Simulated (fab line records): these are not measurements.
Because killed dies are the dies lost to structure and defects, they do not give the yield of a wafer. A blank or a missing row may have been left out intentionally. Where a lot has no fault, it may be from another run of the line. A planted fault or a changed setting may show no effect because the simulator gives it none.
A lot that was struck, set against a sound lot + flow sky130 + 15 steps out of a route of 708
Sound: wafers L863.1, L863.3, L863.5. Wafers L868.1, L868.2, L868.4 were the ones struck. At the end, the cause is stated.
Order at every step that has rows: each side's tool, ch and its chambers, its first start. Under that, the readings that differ: sound wafers + struck wafers + difference of the means + sigmas: that difference in standard deviations of wafers without a fault.
alike: words and numbers the same on both sides, and readings whose means are apart by under 2 such deviations; not compared: readings that were withheld, readings missing a value for some wafer, numbers with overlapping values and no deviation given by the record, and bounds like >300 which may hide the same value.
A row with sigmas, a row that says differs or no value, or rows on one side alone: a step with any of these is where the two part. Numbers that have no deviation but don't overlap get no sigmas and don't part them. A reading missing from all wafers of one side parts the sides only when that side holds two or more wafers.

first, 1 step without rows for these wafers: SKY_VIA4_HDPCVD_00 (deposits SiO2, target thk 1750 nm, time 291.7 s).
SKY_VIA4_THK_MEAS_01:
  sound on film_metro-02, day 45 13:45; struck on film_metro-01, day 46 15:36
  alike: VIA4_HDPCVD_THK
SKY_VIA4_CMP_02: polishes SiO2.
  sound on cmp-02 ch 1,2,3, day 45 13:52; struck on cmp-01 ch 0,1,3, day 46 15:58
  alike: motor_current_A, platen_rpm, slurry_flow_ml_min
SKY_VIA4_BOW_MEAS_03:
  sound on film_metro-02, day 45 14:07; struck on film_metro-02, day 46 16:16
  alike: VIA4_BOW
then, 7 steps without rows for these wafers: SKY_VIA4_DEHYDRATE_04 (time 60 s); SKY_VIA4_HMDS_05 (prime time 60 s); SKY_VIA4_COAT_06 (resist thk 1140 nm); SKY_VIA4_SOFTBAKE_07 (time 60 s); SKY_VIA4_EXPOSE_08 (exposes mask VIM4, target cd 800 nm); SKY_VIA4_PEB_09; SKY_VIA4_DEVELOP_10 (develop time 60 s).
SKY_VIA4_OVL_MEAS_11:
  sound on overlay-02, day 46 09:56; struck on overlay-02, day 47 11:59
  alike: VIA4_OVL
SKY_VIA4_ETCH_12: etches SiO2 in C4F8/O2/Ar, stops on TiN, target depth 580 nm.
  sound on rie_diel-03 ch 1,2, day 46 09:58; struck on rie_diel-03 ch 1,2,3, day 47 12:01
  no value came back on the struck wafers for bias_w (W), chamber_pressure_mTorr (mTorr), oes_product_au (a.u.); on the sound wafers bias_w (W) reads 1199 1199 1198
| reading                                   | sound          | struck         | difference | sigmas |
|-------------------------------------------|----------------|----------------|------------|--------|
| model.NOVOLAK_of_VIA4_COAT_06.thk_nm (nm) | 1003 1005 1004 | 1141 1144 1142 | +138       |        |
SKY_VIA4_STRIP_13: strips in O2/N2.
  sound on plasma_asher-03 ch 0,1, day 46 10:02; struck on plasma_asher-03 ch 0,1, day 47 12:05
| reading                      | sound                | struck               | difference | sigmas |
|------------------------------|----------------------|----------------------|------------|--------|
| oes_product_au (a.u.)        | 0.698 0.707 0.706    | 0.718 0.714 0.716    | +0.012     | +3     |
| strip_time_to_endpoint_s (s) | 12.758 12.796 12.795 | 14.207 14.229 14.208 | +1.432     | +49    |
  alike: drypump_motor_current_A, n2_flow_sccm
  not compared: rf_hours_counter_h
then, 1 step without rows for these wafers: SKY_VIA4_STRIP_14 (strips in post etch residue remover, time 1200 s).

WHERE THEY PART
Last at SKY_VIA4_STRIP_13 as far as this record goes, first at SKY_VIA4_ETCH_12.

WHY: what had been put in by the simulator
Beginning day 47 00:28, the whole step at SKY_VIA4_ETCH_12 was skipped on rie_diel-03. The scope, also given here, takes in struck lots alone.
